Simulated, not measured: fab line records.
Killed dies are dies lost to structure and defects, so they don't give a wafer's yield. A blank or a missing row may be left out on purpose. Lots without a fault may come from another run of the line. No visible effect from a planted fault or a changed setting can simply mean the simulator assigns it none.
Which tool did it? + flow gf180mcu + 36 wafers from 12 lots sampled at 4 of the route's 602 steps

WHAT EACH GAUGE READ, for each wafer
GF_VT_IMPLANT_OVL_MEAS_29. Usual: VT_IMPLANT_02_OVL typically reads -0.2 nm, with standard deviation 1.4.
| lot  | measured     | on         | VT_IMPLANT_02_OVL (nm) | flag |
|------|--------------|------------|------------------------|------|
| L820 | day 7 15:43  | overlay-02 | 0.7 -1.2 -0.3          |      |
| L821 | day 8 05:01  | overlay-01 | 0.6 0.4 0.6            |      |
| L823 | day 8 11:04  | overlay-01 | 0.8 -0.9 0.1           |      |
| L824 | day 8 21:22  | overlay-02 | -1.4 -0.7 1.2          |      |
| L825 | day 9 02:16  | overlay-02 | -1.1 -3.0 -0.1         |      |
| L826 | day 9 14:10  | overlay-01 | -0.5 1.7 1.2           |      |
| L827 | day 9 17:55  | overlay-01 | -2.1 -3.3 -1.1         |      |
| L828 | day 10 02:28 | overlay-02 | 1.9 -1.3 -1.0          |      |
| L830 | day 10 13:34 | overlay-02 | -2.9 0.3 -1.3          |      |
| L831 | day 10 22:01 | overlay-01 | -0.6 0.1 -1.0          |      |
| L833 | day 11 08:31 | overlay-02 | 0.2 0.2 1.3            |      |
| L837 | day 12 10:55 | overlay-02 | -2.5 -2.4 -2.2         |      |

GF_VT_IMPLANT_TW_MEAS_43. Usual: VT_IMPLANT_4_TW typically reads 693, with standard deviation 6.2.
| lot  | measured     | on            | VT_IMPLANT_4_TW | flag |
|------|--------------|---------------|-----------------|------|
| L820 | day 8 07:53  | film-metro-03 | 693 691 696     |      |
| L821 | day 8 21:57  | film-metro-01 | 704 705 701     |      |
| L823 | day 9 04:43  | film-metro-01 | 694 695 698     |      |
| L824 | day 9 14:45  | film-metro-01 | 697 695 695     |      |
| L825 | day 9 20:02  | film-metro-03 | 693 688 691     |      |
| L826 | day 10 08:08 | film-metro-01 | 698 697 698     |      |
| L827 | day 10 12:10 | film-metro-03 | 695 696 690     |      |
| L828 | day 10 20:58 | film-metro-01 | 697 695 701     |      |
| L830 | day 11 07:54 | film-metro-01 | 697 698 697     |      |
| L831 | day 11 16:50 | film-metro-03 | 693 693 692     |      |
| L833 | day 12 03:51 | film-metro-03 | 686 684 682     |      |
| L837 | day 13 07:26 | film-metro-01 | 642 700 696     |      |

EACH LOT AND THE TOOL THAT RAN IT (in order: tool; ch and the chambers of the sampled wafers; start)
| lot  | GF_VT_IMPLANT_STRIP_09               | GF_VT_IMPLANT_IMPLANT_41        |
|------|--------------------------------------|---------------------------------|
| L820 | plasma-asher-04 ch 0,1, day 6 08:35  | implanter-04 ch 0, day 8 07:38  |
| L821 | plasma-asher-03 ch 0,1, day 6 17:41  | implanter-03 ch 0, day 8 21:42  |
| L823 | plasma-asher-02 ch 1, day 7 03:39    | implanter-03 ch 0, day 9 04:29  |
| L824 | plasma-asher-03 ch 0,1, day 7 12:54  | implanter-03 ch 0, day 9 14:31  |
| L825 | plasma-asher-03 ch 0,1, day 7 17:23  | implanter-03 ch 0, day 9 19:47  |
| L826 | plasma-asher-03 ch 1, day 8 04:29    | implanter-02 ch 0, day 10 07:53 |
| L827 | plasma-asher-03 ch 0,1, day 8 07:06  | implanter-02 ch 0, day 10 11:56 |
| L828 | plasma-asher-03 ch 0,1, day 8 15:05  | implanter-03 ch 0, day 10 20:44 |
| L830 | plasma-asher-03 ch 0,1, day 9 01:50  | implanter-04 ch 0, day 11 07:39 |
| L831 | plasma-asher-03 ch 0,1, day 9 09:03  | implanter-03 ch 0, day 11 16:35 |
| L833 | plasma-asher-03 ch 0,1, day 9 19:38  | implanter-02 ch 0, day 12 03:37 |
| L837 | plasma-asher-04 ch 0,1, day 10 21:00 | implanter-02 ch 0, day 13 07:11 |
- GF_VT_IMPLANT_STRIP_09: strips in O2/N2.
- GF_VT_IMPLANT_IMPLANT_41

AS READ BY THE TOOLS THEMSELVES (means over the sampled wafers that have a number; for cases with no such wafer, the mark the record gives instead)
GF_VT_IMPLANT_STRIP_09. Usual: drypump-motor-current-A 5.7 A, standard deviation 0.31; heater-power-w 335 W, standard deviation 20; oes-product-au 0.716 a.u., standard deviation 0.0047; strip-time-to-endpoint-s 12.64 s, standard deviation 0.038.
| lot  | tool            | drypump-motor-current-A (A) | heater-power-w (W) | oes-product-au (a.u.) | strip-time-to-endpoint-s (s) | flag |
|------|-----------------|-----------------------------|--------------------|-----------------------|------------------------------|------|
| L820 | plasma-asher-04 | 5.6                         | 348                | 0.711                 | 12.69                        |      |
| L821 | plasma-asher-03 | 5.7                         | 348                | 0.717                 | 12.64                        |      |
| L823 | plasma-asher-02 | 6.2                         | 283                | 0.718                 | 12.61                        |      |
| L824 | plasma-asher-03 | 5.7                         | 344                | 0.711                 | 12.71                        |      |
| L825 | plasma-asher-03 | 5.7                         | 341                | 0.712                 | 12.65                        |      |
| L826 | plasma-asher-03 | 5.6                         | 346                | 0.719                 | 12.60                        |      |
| L827 | plasma-asher-03 | 5.8                         | 335                | 0.716                 | 12.61                        |      |
| L828 | plasma-asher-03 | 5.7                         | 347                | 0.718                 | 12.67                        |      |
| L830 | plasma-asher-03 | 5.7                         | 344                | 0.718                 | 12.63                        |      |
| L831 | plasma-asher-03 | 5.8                         | 343                | 0.716                 | 12.67                        |      |
| L833 | plasma-asher-03 | 5.8                         | 340                | 0.712                 | 12.65                        |      |
| L837 | plasma-asher-04 | 5.4                         | 337                | 0.718                 | 12.69                        |      |

GF_VT_IMPLANT_IMPLANT_41. Usual: beam-energy-keV 70.004, standard deviation 0.023; dose-ions-cm2 1.0131e+12, standard deviation 1.1e+09.
| lot  | tool         | beam-energy-keV | dose-ions-cm2 | flag |
|------|--------------|-----------------|---------------|------|
| L820 | implanter-04 | 70.001          | 1.0125e+12    |      |
| L821 | implanter-03 | 69.998          | 1.0126e+12    |      |
| L823 | implanter-03 | 69.996          | 1.0122e+12    |      |
| L824 | implanter-03 | 69.980          | 1.0129e+12    |      |
| L825 | implanter-03 | 69.998          | 1.0138e+12    |      |
| L826 | implanter-02 | 69.996          | 1.0119e+12    |      |
| L827 | implanter-02 | 70.024          | 1.0146e+12    |      |
| L828 | implanter-03 | 70.051          | 1.0123e+12    |      |
| L830 | implanter-04 | 70.023          | 1.0130e+12    |      |
| L831 | implanter-03 | 69.993          | 1.0137e+12    |      |
| L833 | implanter-02 | 70.010          | 1.0114e+12    |      |
| L837 | implanter-02 | 69.984          | 1.0128e+12    |      |

THE ANSWER, worked out from the rows above alone
Rule: a lot counts as off when the mean over its wafers that have a number is more than 3 standard deviations away from the usual mean. A lot without any number at a reading at which 4 lots or more have one is off too. The other lots that the step has rows for count as sound. First the gauges in route order, then the tools' own readings, where a lot's mean is used as printed above. At the first step where some lot is off, the reading lying furthest off is the one used; lots without a number count as furthest.
Nothing can be told from this: no lot is off at any reading shown.

WHAT WAS PUT IN BY THE SIMULATOR
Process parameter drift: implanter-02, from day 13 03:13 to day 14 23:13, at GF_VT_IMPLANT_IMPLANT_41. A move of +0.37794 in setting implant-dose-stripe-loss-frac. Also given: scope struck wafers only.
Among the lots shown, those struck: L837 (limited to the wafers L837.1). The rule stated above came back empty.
